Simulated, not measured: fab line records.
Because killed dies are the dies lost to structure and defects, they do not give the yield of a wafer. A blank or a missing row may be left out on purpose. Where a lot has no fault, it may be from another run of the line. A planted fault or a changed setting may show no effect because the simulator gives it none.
Shared-tool check    flow sky130    13 lots, 39 wafers sampled

THE REASON FOR OPENING IT
SKY_RES_XHIGH_TW_MEAS_09, reading RES_XHIGH_TW: flagged on 1 of 13 lots. No-fault wafers: 1640, standard deviation 8.6.
Rule: flag the lot when none of its wafers has a number, or when each of its wafers that has one lies beyond 4 standard deviations from that mean. As for the other lots, they are considered sound.

lot   measured      on             RES_XHIGH_TW, wafer by wafer  flag
L734  day 26 23:20  film_metro-02  1645 1640 1643                
L736  day 27 12:12  film_metro-01  1646 1645 1650                
L738  day 29 02:04  film_metro-02  1654 1641 1640                
L739  day 29 02:26  film_metro-02  1637 1643 1643                
L742  day 29 12:29  film_metro-02  1641 1647 1636                
L743  day 29 22:59  film_metro-03  30 30 30                      FLAGGED
L750  day 32 04:58  film_metro-01  1646 1651 1648                
L752  day 32 12:17  film_metro-03  1636 1629 1635                
L754  day 33 13:29  film_metro-03  1631 1638 1620                
L753  day 33 14:08  film_metro-01  1651 1651 1666                
L755  day 33 17:25  film_metro-03  1631 1625 1633                
L756  day 33 22:43  film_metro-03  1632 1634 1633                
L757  day 34 06:48  film_metro-02  1632 1633 1628                
Flagged lots average 30: -1610 relative to the usual, that is -99 or more standard deviations.

EACH LOT AND THE TOOL IT RAN ON
The record holds 1 process step before the reading, out of a route of 708 steps. Every cell lists first the tool, next ch and the chambers used by the sampled wafers, and last the start.
lot   flag     SKY_RES_XHIGH_EXPOSE_04
L734           iline_stepper-02 ch 0, day 26 09:17
L736           iline_stepper-01 ch 0, day 26 21:32
L738           iline_stepper-02 ch 0, day 28 12:05
L739           iline_stepper-01 ch 0, day 28 12:50
L742           iline_stepper-02 ch 0, day 28 22:53
L743  FLAGGED  iline_stepper-01 ch 0, day 29 08:12
L750           iline_stepper-01 ch 0, day 31 14:56
L752           iline_stepper-02 ch 0, day 31 22:25
L754           iline_stepper-02 ch 0, day 32 23:21
L753           iline_stepper-01 ch 0, day 33 00:44
L755           iline_stepper-01 ch 0, day 33 03:37
L756           iline_stepper-02 ch 0, day 33 08:49
L757           iline_stepper-02 ch 0, day 33 18:14
What is done by these steps:
- SKY_RES_XHIGH_EXPOSE_04: exposes mask URPM, target cd 1270 nm.
- SKY_RES_XHIGH_TW_MEAS_09

FLAGGED AGAINST TOTAL, ONE TOOL AT A TIME (gauges that did the reading follow at the end)
step                      tool              lots run  flagged  share of the flagged lots  sound lots run after its first flagged lot
SKY_RES_XHIGH_EXPOSE_04   iline_stepper-01  6         1        all                        3 (L750,L753,L755)
SKY_RES_XHIGH_EXPOSE_04   iline_stepper-02  7         0        none                       -
SKY_RES_XHIGH_TW_MEAS_09  film_metro-01     3         0        none                       -
SKY_RES_XHIGH_TW_MEAS_09  film_metro-02     5         0        none                       -
SKY_RES_XHIGH_TW_MEAS_09  film_metro-03     5         1        all                        4 (L752,L754,L755,L756)

WHAT IS ALLOWED BY THE TABLE
Table rows that saw every flagged lot: 2, namely iline_stepper-01 at SKY_RES_XHIGH_EXPOSE_04 and film_metro-03 at SKY_RES_XHIGH_TW_MEAS_09.
- iline_stepper-01 at SKY_RES_XHIGH_EXPOSE_04 ran 6 lots, 1 of them flagged. Sound lots followed the first flagged one (L750, L753, L755) on it, something a lasting fault affecting the whole tool could not allow.
- film_metro-03 at SKY_RES_XHIGH_TW_MEAS_09 ran 5 lots, 1 of them flagged. Sound lots followed the first flagged one (L752, L754, L755, L756) on it, something a lasting fault affecting the whole tool could not allow.
There is no row in the table that ran each flagged lot and no sound lot after the first.

WHAT WAS PUT IN BY THE SIMULATOR
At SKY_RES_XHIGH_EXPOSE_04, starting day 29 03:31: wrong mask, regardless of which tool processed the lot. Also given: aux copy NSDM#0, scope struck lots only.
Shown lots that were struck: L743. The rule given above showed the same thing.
